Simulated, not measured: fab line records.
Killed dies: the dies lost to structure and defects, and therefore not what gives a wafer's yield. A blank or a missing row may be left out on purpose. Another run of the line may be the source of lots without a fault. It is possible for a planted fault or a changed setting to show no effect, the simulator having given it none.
fab line records ; flow sky130 ; part 1 of 2: steps 1 to 26 of 35
record lots=5; wafers=15; last-day=50
route steps=708 shown METAL5@663 PASSIVATION@681 PAD_OPEN@694
lots that met no fault: from a run of the same line without faults
start-h: hours from the record's first day to the start of the lot's first wafer shown ; wait-h: hours from the lot's prior step to this one ; " unchanged from the row above ; L1.1+2: a row that stands for several wafers ; - value missing, or start not given ; * or withheld: withheld ; < > ~ a bound
route shown NAME@n: NAME is a module with steps in the file, n the number in the route of the first one ; usual: mean/standard deviation of fault-free wafers ; same: alike in all rows ; chamber/n: place in a boat ; sites: readings site by site ; _std_site: standard deviation of those values ; _edge_site: mean of outer sites minus mean of inner sites ; radius-mm: for every site, how far away it sits from the centre of the wafer ; mask NAME#n: copy n ; behind: tool/chamber where the wafer was last shaped ; hold: cause of the lot's hold/its duration in hours/its outcome ; device: the transistor (n, p or np) that didn't switch ; end of line: the same wafers' tests at the end of the route ; where a step has no rows: the recipe by itself ; killed: count of dies lost to structure and defects at first sort (not the wafer's yield) ; map: shows each die of a wafer: x if killed, . if not, _ if none is there
set.NAME: the setting as run; set.NAME@STEP: as run at that earlier step ; model.NAME: the simulator's own value behind a step, which no gauge read
certain route steps with their lots: each step a table, each wafer a row
services: from which hour (start-h, from the record's first day; less than 0 if before it) a tool's chamber was out of use, for how many hours, and why
## steps
# step SKY_METAL5_SPUTTER_02
# recipe material=AlCu; target-thk-nm=1150; power-w=10600; time-s=61.2; chamber-pressure-pa=0.4
# usual throttle-valve-pct=30.0/1.2
lot.wafer;tool;chamber;start-h;wait-h;throttle-valve-pct
L076.1;pvd-sputter-01;-;1016.37;0.0;29.5
L076.2;pvd-sputter-01;-;1016.37;0.0;29.3
L076.4;pvd-sputter-01;-;1016.37;0.0;28.8
L080.2;pvd-sputter-04;-;1042.92;0.0;28.3
L080.4;pvd-sputter-04;-;1042.92;0.0;29.5
L080.6;pvd-sputter-04;-;1042.92;0.0;29.4
L087.1;pvd-sputter-03;-;1088.95;0.0;30.6
L087.2;pvd-sputter-03;-;1088.95;0.0;30.6
L087.5;pvd-sputter-03;-;1088.95;0.0;31.0
L096.1;pvd-sputter-03;-;1141.00;0.0;30.9
L096.2;pvd-sputter-03;-;1141.00;0.0;30.9
L096.6;pvd-sputter-03;-;1141.00;0.0;30.9
L097.1;pvd-sputter-03;-;1143.65;0.0;30.8
L097.5;pvd-sputter-03;-;1143.65;0.0;30.8
L097.6;pvd-sputter-03;-;1143.65;0.0;30.8
# step SKY_METAL5_SPUTTER_03
# recipe material=Ti; target-thk-nm=5; power-w=3000; time-s=3.19; chamber-pressure-pa=0.4
# usual throttle-valve-pct=30.0/1.2
lot.wafer;tool;chamber;start-h;wait-h;throttle-valve-pct
L076.1;pvd-sputter-01;-;1016.43;0.0;29.3
L076.2;pvd-sputter-01;-;1016.43;0.0;29.5
L076.4;pvd-sputter-01;-;1016.43;0.0;28.6
L080.2;pvd-sputter-04;-;1042.97;0.0;28.1
L080.4;pvd-sputter-04;-;1042.97;0.0;29.4
L080.6;pvd-sputter-04;-;1042.97;0.0;29.4
L087.1;pvd-sputter-03;-;1089.01;0.0;30.2
L087.2;pvd-sputter-03;-;1089.01;0.0;30.7
L087.5;pvd-sputter-03;-;1089.01;0.0;30.8
L096.1;pvd-sputter-03;-;1141.05;0.0;30.8
L096.2;pvd-sputter-03;-;1141.05;0.0;30.7
L096.6;pvd-sputter-03;-;1141.05;0.0;30.7
L097.1;pvd-sputter-03;-;1143.70;0.0;30.8
L097.5;pvd-sputter-03;-;1143.70;0.0;31.2
L097.6;pvd-sputter-03;-;1143.70;0.0;31.0
# step SKY_METAL5_SPUTTER_04
# recipe material=TiN; target-thk-nm=70; power-w=6500; time-s=58.3; chamber-pressure-pa=0.4
# usual throttle-valve-pct=29.9/1.2
lot.wafer;tool;chamber;start-h;wait-h;throttle-valve-pct
L076.1;pvd-sputter-01;-;1016.44;0.0;29.4
L076.2;pvd-sputter-01;-;1016.44;0.0;29.5
L076.4;pvd-sputter-01;-;1016.44;0.0;28.3
L080.2;pvd-sputter-04;-;1042.98;0.0;28.1
L080.4;pvd-sputter-04;-;1042.98;0.0;29.4
L080.6;pvd-sputter-04;-;1042.98;0.0;29.3
L087.1;pvd-sputter-03;-;1089.02;0.0;30.6
L087.2;pvd-sputter-03;-;1089.02;0.0;30.8
L087.5;pvd-sputter-03;-;1089.02;0.0;31.1
L096.1;pvd-sputter-03;-;1141.07;0.0;30.8
L096.2;pvd-sputter-03;-;1141.07;0.0;30.8
L096.6;pvd-sputter-03;-;1141.07;0.0;30.4
L097.1;pvd-sputter-03;-;1143.71;0.0;30.7
L097.5;pvd-sputter-03;-;1143.71;0.0;30.7
L097.6;pvd-sputter-03;-;1143.71;0.0;30.6
# step SKY_METAL5_RS_MEAS_05
# recipe thk-meas-gauge=four-point-probe; reads=TiN_of_METAL5_SPUTTER_04+Ti_of_METAL5_SPUTTER_03+AlCu_of_METAL5_SPUTTER_02+TiN_of_METAL5_SPUTTER_01+Ti_of_METAL5_SPUTTER_00
# usual METAL5_ALCU_RS=0.0269/0.00032
lot.wafer;tool;chamber;start-h;wait-h;METAL5_ALCU_RS[ohm/sq]
L076.1;film-metro-01;-;1016.49;0.0;0.0268
L076.2;film-metro-01;-;1016.49;0.0;0.0267
L076.4;film-metro-01;-;1016.49;0.0;0.0269
L080.2;film-metro-04;-;1043.05;0.0;0.0265
L080.4;film-metro-04;-;1043.05;0.0;0.0264
L080.6;film-metro-04;-;1043.05;0.0;0.0265
L087.1;film-metro-04;-;1089.07;0.0;0.0267
L087.2;film-metro-04;-;1089.07;0.0;0.0268
L087.5;film-metro-04;-;1089.07;0.0;0.0267
L096.1;film-metro-01;-;1141.12;0.0;0.0268
L096.2;film-metro-01;-;1141.12;0.0;0.0268
L096.6;film-metro-01;-;1141.12;0.0;0.0267
L097.1;film-metro-01;-;1143.76;0.0;0.0270
L097.5;film-metro-01;-;1143.76;0.0;0.0271
L097.6;film-metro-01;-;1143.76;0.0;0.0268
# step SKY_METAL5_THK_MEAS_06
# recipe thk-meas-gauge=xrf; reads=AlCu_of_METAL5_SPUTTER_02
# usual METAL5_ALCU_THK=1168/18
lot.wafer;tool;chamber;start-h;wait-h;METAL5_ALCU_THK[nm]
L076.1;film-metro-01;-;1016.61;0.1;1179
L076.2;film-metro-01;-;1016.61;0.1;1182
L076.4;film-metro-01;-;1016.61;0.1;1173
L080.2;film-metro-04;-;1043.16;0.1;1189
L080.4;film-metro-04;-;1043.16;0.1;1201
L080.6;film-metro-04;-;1043.16;0.1;1193
L087.1;film-metro-04;-;1089.19;0.1;1187
L087.2;film-metro-04;-;1089.19;0.1;1181
L087.5;film-metro-04;-;1089.19;0.1;1189
L096.1;film-metro-01;-;1141.24;0.1;1174
L096.2;film-metro-01;-;1141.24;0.1;1176
L096.6;film-metro-01;-;1141.24;0.1;1183
L097.1;film-metro-01;-;1143.88;0.1;1158
L097.5;film-metro-01;-;1143.88;0.1;1167
L097.6;film-metro-01;-;1143.88;0.1;1178
# step SKY_METAL5_DEHYDRATE_07
# recipe temp-c=200; time-s=60
# usual exhaust-pa=45.1/0.85
lot.wafer;tool;chamber;start-h;wait-h;exhaust-pa
L076.1;litho-track-03;0;1026.16;9.5;44.5
L076.2;litho-track-03;0;1026.16;9.5;43.8
L076.4;litho-track-03;0;1026.16;9.5;44.7
L080.2;litho-track-02;0;1052.89;9.7;45.8
L080.4;litho-track-02;0;1052.89;9.7;46.3
L080.6;litho-track-02;0;1052.89;9.7;44.7
L087.1;litho-track-03;0;1098.56;9.4;45.1
L087.2;litho-track-03;0;1098.56;9.4;44.8
L087.5;litho-track-03;0;1098.56;9.4;43.5
L096.1;litho-track-04;0;1149.67;8.4;45.3
L096.2;litho-track-04;0;1149.67;8.4;46.8
L096.6;litho-track-04;0;1149.67;8.4;45.5
L097.1;litho-track-04;0;1152.12;8.2;45.0
L097.5;litho-track-04;0;1152.12;8.2;46.2
L097.6;litho-track-04;0;1152.12;8.2;44.6
# step SKY_METAL5_HMDS_08
# recipe prime-time-s=60; prime-temp-c=120
# usual exhaust-pa=44.9/0.87
lot.wafer;tool;chamber;start-h;wait-h;exhaust-pa
L076.1;litho-track-03;0;1026.31;0.1;45.4
L076.2;litho-track-03;0;1026.31;0.1;45.1
L076.4;litho-track-03;0;1026.31;0.1;45.3
L080.2;litho-track-02;0;1053.04;0.1;45.3
L080.4;litho-track-02;0;1053.04;0.1;47.5
L080.6;litho-track-02;0;1053.04;0.1;45.2
L087.1;litho-track-03;0;1098.71;0.1;45.8
L087.2;litho-track-03;0;1098.71;0.1;43.9
L087.5;litho-track-03;0;1098.71;0.1;44.5
L096.1;litho-track-04;0;1149.82;0.1;45.8
L096.2;litho-track-04;0;1149.82;0.1;45.6
L096.6;litho-track-04;0;1149.82;0.1;45.2
L097.1;litho-track-04;0;1152.27;0.1;44.8
L097.5;litho-track-04;0;1152.27;0.1;44.1
L097.6;litho-track-04;0;1152.27;0.1;45.1
# step SKY_METAL5_COAT_09
# recipe resist=NOVOLAK; spin-rpm=3000; resist-thk-nm=1800
# usual exhaust-pa=44.8/0.8; spin-speed-rpm=2999.8/2
lot.wafer;tool;chamber;start-h;wait-h;exhaust-pa;spin-speed-rpm
L076.1;litho-track-03;0;1026.46;0.1;42.9;2994.6
L076.2;litho-track-03;0;1026.46;0.1;44.2;2998.9
L076.4;litho-track-03;0;1026.46;0.1;44.6;2998.1
L080.2;litho-track-02;0;1053.19;0.1;45.5;2999.1
L080.4;litho-track-02;0;1053.19;0.1;44.8;3000.9
L080.6;litho-track-02;0;1053.19;0.1;45.1;3002.3
L087.1;litho-track-03;0;1098.86;0.1;43.5;3001.0
L087.2;litho-track-03;0;1098.86;0.1;43.8;3001.6
L087.5;litho-track-03;0;1098.86;0.1;44.1;2999.0
L096.1;litho-track-04;0;1149.97;0.1;43.6;3000.5
L096.2;litho-track-04;0;1149.97;0.1;45.0;3000.7
L096.6;litho-track-04;0;1149.97;0.1;44.3;2999.9
L097.1;litho-track-04;0;1152.42;0.1;44.8;3000.3
L097.5;litho-track-04;0;1152.42;0.1;44.8;2998.5
L097.6;litho-track-04;0;1152.42;0.1;45.3;3000.6
# step SKY_METAL5_SOFTBAKE_10
# recipe temp-c=90; time-s=60; resist=NOVOLAK
# usual exhaust-pa=45.0/1
lot.wafer;tool;chamber;start-h;wait-h;exhaust-pa
L076.1;litho-track-03;0;1026.61;0.1;43.5
L076.2;litho-track-03;0;1026.61;0.1;43.8
L076.4;litho-track-03;0;1026.61;0.1;44.6
L080.2;litho-track-02;0;1053.34;0.1;44.3
L080.4;litho-track-02;0;1053.34;0.1;44.4
L080.6;litho-track-02;0;1053.34;0.1;44.0
L087.1;litho-track-03;0;1099.01;0.1;44.4
L087.2;litho-track-03;0;1099.01;0.1;45.3
L087.5;litho-track-03;0;1099.01;0.1;46.0
L096.1;litho-track-04;0;1150.12;0.1;44.5
L096.2;litho-track-04;0;1150.12;0.1;43.7
L096.6;litho-track-04;0;1150.12;0.1;44.8
L097.1;litho-track-04;0;1152.57;0.1;45.1
L097.5;litho-track-04;0;1152.57;0.1;45.8
L097.6;litho-track-04;0;1152.57;0.1;44.9
# step SKY_METAL5_EXPOSE_11
# recipe mask-id=MM5; na=0.6; source-shape=conventional; sigma-outer=0.6; polarization=unpolarized; target-cd-nm=1600; dose-mj=190
lot.wafer;tool;chamber;start-h;wait-h;mask
L076.1+2+4;iline-stepper-01;0;-;-;MM5#0
L080.2+4+6;iline-stepper-01;0;-;-;MM5#0
L087.1+2+5;iline-stepper-02;0;-;-;MM5#0
L096.1+2+6;iline-stepper-02;0;-;-;MM5#0
L097.1+5+6;iline-stepper-01;0;-;-;MM5#0
# step SKY_METAL5_PEB_12
# recipe temp-c=withheld; time-s=*; resist=NOVOLAK
# usual exhaust-pa=45.0/0.84
lot.wafer;tool;chamber;start-h;wait-h;exhaust-pa
L076.1;litho-track-04;0;-;-;44.3
L076.2;litho-track-04;0;-;-;46.4
L076.4;litho-track-04;0;-;-;45.3
L080.2;litho-track-03;0;-;-;44.4
L080.4;litho-track-03;0;-;-;44.5
L080.6;litho-track-03;0;-;-;44.2
L087.1;litho-track-04;0;-;-;45.8
L087.2;litho-track-04;0;-;-;45.5
L087.5;litho-track-04;0;-;-;44.5
L096.1;litho-track-02;0;-;-;44.8
L096.2;litho-track-02;0;-;-;44.1
L096.6;litho-track-02;0;-;-;44.7
L097.1;litho-track-02;0;-;-;46.7
L097.5;litho-track-02;0;-;-;46.0
L097.6;litho-track-02;0;-;-;46.3
# step SKY_METAL5_DEVELOP_13
# recipe resist=NOVOLAK; developer=TMAH; develop-time-s=60; dev-temp-c=23
# usual exhaust-pa=45.0/0.91
lot.wafer;tool;chamber;start-h;wait-h;exhaust-pa
L076.1;litho-track-04;0;1038.37;0.1;45.4
L076.2;litho-track-04;0;1038.37;0.1;44.1
L076.4;litho-track-04;0;1038.37;0.1;43.6
L080.2;litho-track-03;0;1064.29;0.1;45.2
L080.4;litho-track-03;0;1064.29;0.1;43.0
L080.6;litho-track-03;0;1064.29;0.1;44.5
L087.1;litho-track-04;0;1108.87;0.1;44.0
L087.2;litho-track-04;0;1108.87;0.1;45.1
L087.5;litho-track-04;0;1108.87;0.1;44.5
L096.1;litho-track-02;0;1158.51;0.1;46.1
L096.2;litho-track-02;0;1158.51;0.1;47.4
L096.6;litho-track-02;0;1158.51;0.1;45.9
L097.1;litho-track-02;0;1161.06;0.1;44.9
L097.5;litho-track-02;0;1161.06;0.1;45.2
L097.6;litho-track-02;0;1161.06;0.1;44.7
# step SKY_METAL5_DESCUM_14
# recipe chemistry=O2; source-power-w=150; bias-power-w=0; pressure-mtorr=10; temp-c=40; time-s=11
# usual drypump-motor-current-A=5.56/0.25; oes-product-au=1.006/0.0096
lot.wafer;tool;chamber;start-h;wait-h;drypump-motor-current-A;oes-product-au;rf-hours-counter-h
L076.1;rie-metal-02;1;1038.52;0.1;5.66;1.009;20
L076.2;rie-metal-02;0;1038.52;0.1;5.28;0.992;17
L076.4;rie-metal-02;1;1038.52;0.1;5.67;1.011;-
L080.2;rie-metal-03;1;1064.41;0.1;5.78;1.004;19
L080.4;rie-metal-03;1;1064.41;0.1;5.76;1.002;-
L080.6;rie-metal-03;0;1064.41;0.1;5.56;1.025;-
L087.1;rie-metal-04;0;1109.02;0.1;5.76;1.013;5
L087.2;rie-metal-04;1;1109.02;0.1;5.19;0.996;13
L087.5;rie-metal-04;1;1109.02;0.1;5.20;1.003;-
L096.1;rie-metal-04;0;1158.66;0.1;5.79;0.994;10
L096.2;rie-metal-04;1;1158.66;0.1;5.17;1.003;18
L096.6;rie-metal-04;1;1158.66;0.1;5.20;0.993;-
L097.1;rie-metal-03;1;1161.21;0.1;5.79;1.005;29
L097.5;rie-metal-03;0;1161.21;0.1;5.55;1.008;-
L097.6;rie-metal-03;1;1161.21;0.1;5.78;1.000;-
# step SKY_METAL5_METAL_ETCH_15
# recipe target-depth-a=12600; stop-on=SiO2; over-etch-frac=0.2; time-s=252; chemistry=Cl2/BCl3; resist-sidewall-deg=86; pressure-mtorr=10; icp-w=900; bias-w=48.5; Cl2_flow_sccm=60; bcl3-flow-sccm=30
# usual drypump-motor-current-A=5.56/0.25; oes-product-au=0.895/0.0049; throttle-valve-pct=22.264/0.0082
# same over-etch-frac=0.2
lot.wafer;tool;chamber;start-h;wait-h;drypump-motor-current-A;oes-product-au;rf-hours-counter-h;throttle-valve-pct
L076.1;rie-metal-02;1;1038.56;0.0;5.64;0.894;20;22.258
L076.2;rie-metal-02;0;1038.56;0.0;5.28;0.895;17;22.255
L076.4;rie-metal-02;1;1038.56;0.0;5.64;0.900;-;22.258
L080.2;rie-metal-03;1;1064.45;0.0;5.79;0.900;19;22.269
L080.4;rie-metal-03;1;1064.45;0.0;5.83;0.888;-;22.274
L080.6;rie-metal-03;0;1064.45;0.0;5.61;0.891;-;22.273
L087.1;rie-metal-04;0;1109.06;0.0;5.76;0.891;5;22.253
L087.2;rie-metal-04;1;1109.06;0.0;5.18;0.896;13;22.257
L087.5;rie-metal-04;1;1109.06;0.0;5.17;0.891;-;22.261
L096.1;rie-metal-04;0;1158.70;0.0;5.78;0.891;10;22.277
L096.2;rie-metal-04;1;1158.70;0.0;5.18;0.891;18;22.263
L096.6;rie-metal-04;1;1158.70;0.0;5.19;0.896;-;22.274
L097.1;rie-metal-03;1;1161.25;0.0;5.80;0.900;29;22.262
L097.5;rie-metal-03;0;1161.25;0.0;5.59;0.894;-;22.272
L097.6;rie-metal-03;1;1161.25;0.0;5.78;0.891;-;22.260
# step SKY_METAL5_STRIP_16
# recipe chemistry=O2/N2; power-w=1400; pressure-mtorr=1500; platen-temp-c=withheld; o2-flow-sccm=3000; n2-flow-sccm=300; overash-fraction=0.5
# usual drypump-motor-current-A=5.9/0.47; oes-product-au=0.710/0.0045; strip-time-to-endpoint-s=12.99/0.13
lot.wafer;tool;chamber;start-h;wait-h;drypump-motor-current-A;oes-product-au;rf-hours-counter-h;strip-time-to-endpoint-s
L076.1;plasma-asher-01;0;1038.81;0.2;5.8;0.713;97;12.99
L076.2;plasma-asher-01;1;1038.81;0.2;4.9;0.718;97;13.33
L076.4;plasma-asher-01;1;1038.81;0.2;4.9;0.713;-;13.06
L080.2;plasma-asher-01;1;1064.68;0.2;4.9;0.711;100;13.19
L080.4;plasma-asher-01;1;1064.68;0.2;4.9;0.708;-;13.19
L080.6;plasma-asher-01;1;1064.68;0.2;4.9;0.713;-;12.87
L087.1;plasma-asher-04;0;1109.29;0.2;5.7;0.714;5;12.96
L087.2;plasma-asher-04;1;1109.29;0.2;6.4;0.710;5;12.97
L087.5;plasma-asher-04;1;1109.29;0.2;6.4;0.705;-;12.97
L096.1;plasma-asher-04;0;1158.93;0.2;5.8;0.703;10;12.83
L096.2;plasma-asher-04;1;1158.93;0.2;6.4;0.711;10;13.02
L096.6;plasma-asher-04;1;1158.93;0.2;6.4;0.707;-;12.97
L097.1;plasma-asher-04;1;1161.48;0.2;6.3;0.705;10;13.16
L097.5;plasma-asher-04;1;1161.48;0.2;6.4;0.703;-;12.90
L097.6;plasma-asher-04;0;1161.48;0.2;5.7;0.714;-;13.12
# step SKY_METAL5_STRIP_17
# recipe chemistry=post-etch-residue-remover; time-s=1200; temp-c=72.5
lot.wafer;tool;chamber;start-h;wait-h
L076.1+2+4;wet-bench-02;2;1039.02;0.2
L080.2+4+6;wet-bench-02;2;1064.82;0.1
L087.1+2+5;wet-bench-02;0;1109.39;0.1
L096.1+2+6;wet-bench-02;0;1159.09;0.1
L097.1+5+6;wet-bench-04;0;1161.58;0.1
# step SKY_METAL5_CLEAN_18
# recipe chemistry=IPA; time-s=180; temp-c=25
lot.wafer;tool;chamber;start-h;wait-h
L076.1+2+4;wet-bench-04;3;1039.42;0.1
L080.2+4+6;wet-bench-04;0;1065.35;0.2
L087.1+2+5;wet-bench-04;1;1109.73;0.0
L096.1+2+6;wet-bench-04;3;1159.43;0.0
L097.1+5+6;wet-bench-02;3;1161.92;0.0
# step SKY_METAL5_CLEAN_19
# recipe chemistry=O3/DIW; dry=n2-spin
lot.wafer;tool;chamber;start-h;wait-h
L076.1+2+4;wet-bench-02;0;1039.48;0.0
L080.2+4+6;wet-bench-02;1;1065.50;0.0
L087.1+2+5;wet-bench-02;2;1109.79;0.0
L096.1+2+6;wet-bench-02;0;1159.49;0.0
L097.1+5+6;wet-bench-04;0;1161.98;0.0
# step SKY_PASSIVATION_CVD_00
# recipe material=SiO2; target-thk-nm=90; temp-c=400; time-s=withheld; rf-w=600
# usual heater-power-w=635/130
lot.wafer;tool;chamber;start-h;wait-h;heater-power-w
L076.1;pecvd-03;0;1039.57;0.0;657
L076.2;pecvd-03;1;1039.57;0.0;686
L076.4;pecvd-03;2;1039.57;0.0;646
L080.2;pecvd-04;2;1065.59;0.0;456
L080.4;pecvd-04;1;1065.59;0.0;729
L080.6;pecvd-04;0;1065.59;0.0;702
L087.1;pecvd-04;1;1109.88;0.0;719
L087.2;pecvd-04;2;1109.88;0.0;561
L087.5;pecvd-04;2;1109.88;0.0;443
L096.1;pecvd-04;2;1159.58;0.0;566
L096.2;pecvd-04;1;1159.58;0.0;679
L096.6;pecvd-04;1;1159.58;0.0;690
L097.1;pecvd-04;2;1162.07;0.0;480
L097.5;pecvd-04;0;1162.07;0.0;639
L097.6;pecvd-04;1;1162.07;0.0;615
# step SKY_PASSIVATION_THK_MEAS_01
# recipe reads=SiO2_of_PASSIVATION_CVD_00
# usual PASSIVATION_CVD_00_THK=90.2/1.2
lot.wafer;tool;chamber;start-h;wait-h;PASSIVATION_CVD_00_THK[nm]
L076.1;film-metro-02;-;1039.59;-;90.0
L076.2;film-metro-02;-;1039.59;-;90.6
L076.4;film-metro-02;-;1039.59;-;93.2
L080.2;film-metro-02;-;1065.63;-;89.6
L080.4;film-metro-02;-;1065.63;-;90.0
L080.6;film-metro-02;-;1065.63;-;90.2
L087.1;film-metro-02;-;1109.91;-;89.9
L087.2;film-metro-02;-;1109.91;-;89.9
L087.5;film-metro-02;-;1109.91;-;90.9
L096.1;film-metro-03;-;1159.61;-;90.9
L096.2;film-metro-03;-;1159.61;-;89.8
L096.6;film-metro-03;-;1159.61;-;90.7
L097.1;film-metro-04;-;1162.09;-;89.6
L097.5;film-metro-04;-;1162.09;-;89.8
L097.6;film-metro-04;-;1162.09;-;90.7
# step SKY_PASSIVATION_CVD_02
# recipe material=Si3N4; target-thk-nm=540; temp-c=400; time-s=withheld; rf-w=450
# usual heater-power-w=685/100
lot.wafer;tool;chamber;start-h;wait-h;heater-power-w
L076.1;pecvd-04;2;1039.65;0.1;521
L076.2;pecvd-04;1;1039.65;0.1;737
L076.4;pecvd-04;2;1039.65;0.1;556
L080.2;pecvd-03;2;1065.68;0.0;697
L080.4;pecvd-03;1;1065.68;0.0;618
L080.6;pecvd-03;0;1065.68;0.0;748
L087.1;pecvd-02;1;1109.97;0.1;492
L087.2;pecvd-02;2;1109.97;0.1;570
L087.5;pecvd-02;2;1109.97;0.1;617
L096.1;pecvd-03;2;1159.67;0.1;708
L096.2;pecvd-03;0;1159.67;0.1;735
L096.6;pecvd-03;2;1159.67;0.1;580
L097.1;pecvd-03;2;1162.15;0.1;692
L097.5;pecvd-03;0;1162.15;0.1;617
L097.6;pecvd-03;2;1162.15;0.1;724
# step SKY_PASSIVATION_THK_MEAS_03
# recipe reads=Si3N4_of_PASSIVATION_CVD_02
# usual PASSIVATION_CVD_02_THK=537/7.8
lot.wafer;tool;chamber;start-h;wait-h;PASSIVATION_CVD_02_THK[nm]
L076.1;film-metro-02;-;1039.88;-;537
L076.2;film-metro-02;-;1039.88;-;529
L076.4;film-metro-02;-;1039.88;-;539
L080.2;film-metro-02;-;1065.91;-;523
L080.4;film-metro-02;-;1065.91;-;547
L080.6;film-metro-02;-;1065.91;-;549
L087.1;film-metro-03;-;1110.21;-;538
L087.2;film-metro-03;-;1110.21;-;532
L087.5;film-metro-03;-;1110.21;-;548
L096.1;film-metro-03;-;1159.89;-;530
L096.2;film-metro-03;-;1159.89;-;528
L096.6;film-metro-03;-;1159.89;-;537
L097.1;film-metro-02;-;1162.38;-;534
L097.5;film-metro-02;-;1162.38;-;538
L097.6;film-metro-02;-;1162.38;-;539
# step SKY_PASSIVATION_DEHYDRATE_04
# recipe temp-c=200; time-s=60
# usual exhaust-pa=45.0/0.84
lot.wafer;tool;chamber;start-h;wait-h;exhaust-pa
L076.1;litho-track-04;0;1049.92;10.0;44.0
L076.2;litho-track-04;0;1049.92;10.0;44.0
L076.4;litho-track-04;0;1049.92;10.0;44.9
L080.2;litho-track-01;0;1075.14;9.2;46.0
L080.4;litho-track-01;0;1075.14;9.2;44.0
L080.6;litho-track-01;0;1075.14;9.2;46.1
L087.1;litho-track-01;0;1119.22;9.0;43.9
L087.2;litho-track-01;0;1119.22;9.0;44.7
L087.5;litho-track-01;0;1119.22;9.0;44.9
L096.1;litho-track-04;0;1168.17;8.3;43.9
L096.2;litho-track-04;0;1168.17;8.3;44.0
L096.6;litho-track-04;0;1168.17;8.3;44.7
L097.1;litho-track-01;0;1170.67;8.3;44.8
L097.5;litho-track-01;0;1170.67;8.3;44.8
L097.6;litho-track-01;0;1170.67;8.3;45.3
# step SKY_PASSIVATION_HMDS_05
# recipe prime-time-s=60; prime-temp-c=120
# usual exhaust-pa=44.9/0.98
lot.wafer;tool;chamber;start-h;wait-h;exhaust-pa
L076.1;litho-track-04;0;1050.07;0.1;45.7
L076.2;litho-track-04;0;1050.07;0.1;45.5
L076.4;litho-track-04;0;1050.07;0.1;44.9
L080.2;litho-track-01;0;1075.29;0.1;44.0
L080.4;litho-track-01;0;1075.29;0.1;43.5
L080.6;litho-track-01;0;1075.29;0.1;42.8
L087.1;litho-track-01;0;1119.37;0.1;45.0
L087.2;litho-track-01;0;1119.37;0.1;45.5
L087.5;litho-track-01;0;1119.37;0.1;45.1
L096.1;litho-track-04;0;1168.32;0.1;46.2
L096.2;litho-track-04;0;1168.32;0.1;47.4
L096.6;litho-track-04;0;1168.32;0.1;45.3
L097.1;litho-track-01;0;1170.82;0.1;44.5
L097.5;litho-track-01;0;1170.82;0.1;43.8
L097.6;litho-track-01;0;1170.82;0.1;45.2
# step SKY_PASSIVATION_COAT_06
# recipe spin-rpm=2000; resist-thk-nm=3000
# usual exhaust-pa=45.3/0.78; spin-speed-rpm=2000.0/1.2
lot.wafer;tool;chamber;start-h;wait-h;exhaust-pa;spin-speed-rpm
L076.1;litho-track-04;0;1050.22;0.1;44.0;1999.0
L076.2;litho-track-04;0;1050.22;0.1;45.3;1998.7
L076.4;litho-track-04;0;1050.22;0.1;45.3;1998.9
L080.2;litho-track-01;0;1075.44;0.1;45.8;1998.8
L080.4;litho-track-01;0;1075.44;0.1;45.0;1998.4
L080.6;litho-track-01;0;1075.44;0.1;44.8;1999.7
L087.1;litho-track-01;0;1119.52;0.1;46.1;2001.7
L087.2;litho-track-01;0;1119.52;0.1;46.1;2000.7
L087.5;litho-track-01;0;1119.52;0.1;46.0;1999.9
L096.1;litho-track-04;0;1168.47;0.1;45.2;1999.7
L096.2;litho-track-04;0;1168.47;0.1;44.2;1999.7
L096.6;litho-track-04;0;1168.47;0.1;43.7;2000.1
L097.1;litho-track-01;0;1170.97;0.1;44.8;2000.3
L097.5;litho-track-01;0;1170.97;0.1;45.3;2000.8
L097.6;litho-track-01;0;1170.97;0.1;45.8;2000.7
# step SKY_PASSIVATION_SOFTBAKE_07
# recipe temp-c=110; time-s=withheld
# usual exhaust-pa=44.9/0.86
lot.wafer;tool;chamber;start-h;wait-h;exhaust-pa
L076.1;litho-track-04;0;1050.37;0.1;45.0
L076.2;litho-track-04;0;1050.37;0.1;45.8
L076.4;litho-track-04;0;1050.37;0.1;45.2
L080.2;litho-track-01;0;1075.60;0.1;44.2
L080.4;litho-track-01;0;1075.60;0.1;45.3
L080.6;litho-track-01;0;1075.60;0.1;44.3
L087.1;litho-track-01;0;1119.67;0.1;44.1
L087.2;litho-track-01;0;1119.67;0.1;44.8
L087.5;litho-track-01;0;1119.67;0.1;45.7
L096.1;litho-track-04;0;1168.62;0.1;45.4
L096.2;litho-track-04;0;1168.62;0.1;44.1
L096.6;litho-track-04;0;1168.62;0.1;45.0
L097.1;litho-track-01;0;1171.12;0.1;44.8
L097.5;litho-track-01;0;1171.12;0.1;45.5
L097.6;litho-track-01;0;1171.12;0.1;46.2
